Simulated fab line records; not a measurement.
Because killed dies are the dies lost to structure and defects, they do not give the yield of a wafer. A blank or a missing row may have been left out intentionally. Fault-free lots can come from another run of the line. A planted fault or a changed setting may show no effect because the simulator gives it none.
Which of the tools did it? + flow sky130 + 39 wafers from 13 lots sampled at 4 of the route's 708 steps

WHAT THE GAUGES READ, wafer by wafer
SKY_PASSIVATION_THK_MEAS_01. Usual: PASSIVATION_CVD_00_THK typically reads 90.2 nm, with standard deviation 1.1.
| lot  | measured     | on            | PASSIVATION_CVD_00_THK (nm) | flag |
|------|--------------|---------------|-----------------------------|------|
| L224 | day 43 18:22 | film metro-04 | 91.4 89.8 92.0              |      |
| L225 | day 43 23:58 | film metro-04 | 89.8 91.7 89.3              |      |
| L226 | day 44 16:58 | film metro-01 | 90.0 90.9 92.3              |      |
| L227 | day 44 18:13 | film metro-01 | 88.9 89.6 90.0              |      |
| L228 | day 45 19:40 | film metro-03 | 90.4 90.5 90.8              |      |
| L231 | day 45 22:22 | film metro-01 | 89.7 91.4 90.1              |      |
| L229 | day 45 23:46 | film metro-04 | 90.1 88.3 90.8              |      |
| L232 | day 46 00:31 | film metro-01 | 88.6 89.1 91.2              |      |
| L233 | day 46 04:32 | film metro-03 | 89.8 91.6 91.0              |      |
| L235 | day 46 19:35 | film metro-03 | 89.5 91.7 89.7              |      |
| L237 | day 47 03:16 | film metro-01 | 88.6 88.7 90.8              |      |
| L239 | day 47 12:26 | film metro-03 | 88.6 91.2 90.9              |      |
| L240 | day 47 21:55 | film metro-01 | 90.0 91.6 90.2              |      |

SKY_PASSIVATION_THK_MEAS_03. Usual: PASSIVATION_CVD_02_THK typically reads 541 nm, with standard deviation 6.6.
| lot  | measured     | on            | PASSIVATION_CVD_02_THK (nm) | flag |
|------|--------------|---------------|-----------------------------|------|
| L224 | day 43 18:39 | film metro-03 | 539 539 541                 |      |
| L225 | day 44 00:15 | film metro-04 | 534 545 542                 |      |
| L226 | day 44 17:15 | film metro-04 | 536 536 539                 |      |
| L227 | day 44 18:31 | film metro-01 | 537 553 552                 |      |
| L228 | day 45 19:58 | film metro-01 | 538 538 541                 |      |
| L231 | day 45 22:39 | film metro-03 | 544 545 550                 |      |
| L229 | day 46 00:03 | film metro-03 | 532 534 540                 |      |
| L232 | day 46 00:55 | film metro-04 | 529 528 542                 |      |
| L233 | day 46 04:49 | film metro-03 | 543 546 547                 |      |
| L235 | day 46 19:52 | film metro-03 | 538 544 544                 |      |
| L237 | day 47 03:33 | film metro-03 | 533 531 546                 |      |
| L239 | day 47 12:44 | film metro-04 | 532 535 550                 |      |
| L240 | day 47 22:13 | film metro-01 | 537 548 551                 |      |

EACH LOT AND THE TOOL THAT RAN IT (in order: tool; ch and the chambers of the sampled wafers; start)
| lot  | SKY_VIA2_CVD_21               | SKY_VIA4_CVD_18               |
|------|-------------------------------|-------------------------------|
| L224 | cvd w-01 ch 0,1, day 36 06:21 | cvd w-02 ch 0,1, day 42 17:36 |
| L225 | cvd w-01 ch 0,1, day 36 12:52 | cvd w-01 ch 0,1, day 42 23:37 |
| L226 | cvd w-01 ch 0,1, day 37 07:26 | cvd w-01 ch 0,1, day 43 17:17 |
| L227 | cvd w-01 ch 0,1, day 37 10:03 | cvd w-01 ch 0,1, day 43 18:25 |
| L228 | cvd w-01 ch 0,1, day 38 15:33 | cvd w-01 ch 0,1, day 44 20:55 |
| L231 | cvd w-02 ch 0,1, day 38 17:59 | cvd w-01 ch 0,1, day 44 23:07 |
| L229 | cvd w-02 ch 0,1, day 38 20:16 | cvd w-01 ch 0,1, day 45 01:01 |
| L232 | cvd w-02 ch 0,1, day 38 21:18 | cvd w-01 ch 0,1, day 45 02:07 |
| L233 | cvd w-02 ch 0,1, day 39 03:45 | cvd w-01 ch 0,1, day 45 06:28 |
| L235 | cvd w-01 ch 0,1, day 39 19:19 | cvd w-02 ch 0,1, day 45 21:31 |
| L237 | cvd w-01 ch 1, day 40 06:08   | cvd w-01 ch 0, day 46 05:49   |
| L239 | cvd w-01 ch 0,1, day 40 17:49 | cvd w-01 ch 0,1, day 46 15:23 |
| L240 | cvd w-01 ch 0,1, day 41 03:58 | cvd w-01 ch 0,1, day 47 00:25 |
- SKY_VIA2_CVD_21: deposits W, target thk 420 nm, time 126.4 s.
- SKY_VIA4_CVD_18: deposits W, target thk 505 nm, time 152.14 s.

WHAT THE TOOLS THEMSELVES READ (means of the sampled wafers that have a number; where no wafer has one, the mark that the record gives instead)
SKY_VIA2_CVD_21. Usual: 831 W for heater power w, sd 79.
| lot  | tool     | heater power w (W) | flag |
|------|----------|--------------------|------|
| L224 | cvd w-01 | 792                |      |
| L225 | cvd w-01 | 783                |      |
| L226 | cvd w-01 | 799                |      |
| L227 | cvd w-01 | 797                |      |
| L228 | cvd w-01 | 832                |      |
| L231 | cvd w-02 | 900                |      |
| L229 | cvd w-02 | 901                |      |
| L232 | cvd w-02 | 903                |      |
| L233 | cvd w-02 | 906                |      |
| L235 | cvd w-01 | 797                |      |
| L237 | cvd w-01 | 702                |      |
| L239 | cvd w-01 | 754                |      |
| L240 | cvd w-01 | 744                |      |

SKY_VIA4_CVD_18. Usual: 809 W for heater power w, sd 83.
| lot  | tool     | heater power w (W) | flag |
|------|----------|--------------------|------|
| L224 | cvd w-02 | 920                |      |
| L225 | cvd w-01 | 795                |      |
| L226 | cvd w-01 | 741                |      |
| L227 | cvd w-01 | 795                |      |
| L228 | cvd w-01 | 757                |      |
| L231 | cvd w-01 | 747                |      |
| L229 | cvd w-01 | 796                |      |
| L232 | cvd w-01 | 785                |      |
| L233 | cvd w-01 | 762                |      |
| L235 | cvd w-02 | 919                |      |
| L237 | cvd w-01 | 826                |      |
| L239 | cvd w-01 | 785                |      |
| L240 | cvd w-01 | 751                |      |

THE ANSWER, worked out from the rows above alone
Rule: a lot is off if the mean of its wafers that have a number lies more than 3 standard deviations from the usual mean. Also off: a lot with no number at a reading for which 4 or more lots have one. Where the step has rows for the other lots, those lots are counted as sound. First the gauges in route order, then the tools' own readings, where a lot's mean is used as printed above. At the first step where some lot is off, the reading lying furthest off is the one used; lots without a number count as furthest.
Across all readings shown, no lot is off: no conclusion can be drawn from this.

WHAT THE SIMULATOR HAD PUT IN
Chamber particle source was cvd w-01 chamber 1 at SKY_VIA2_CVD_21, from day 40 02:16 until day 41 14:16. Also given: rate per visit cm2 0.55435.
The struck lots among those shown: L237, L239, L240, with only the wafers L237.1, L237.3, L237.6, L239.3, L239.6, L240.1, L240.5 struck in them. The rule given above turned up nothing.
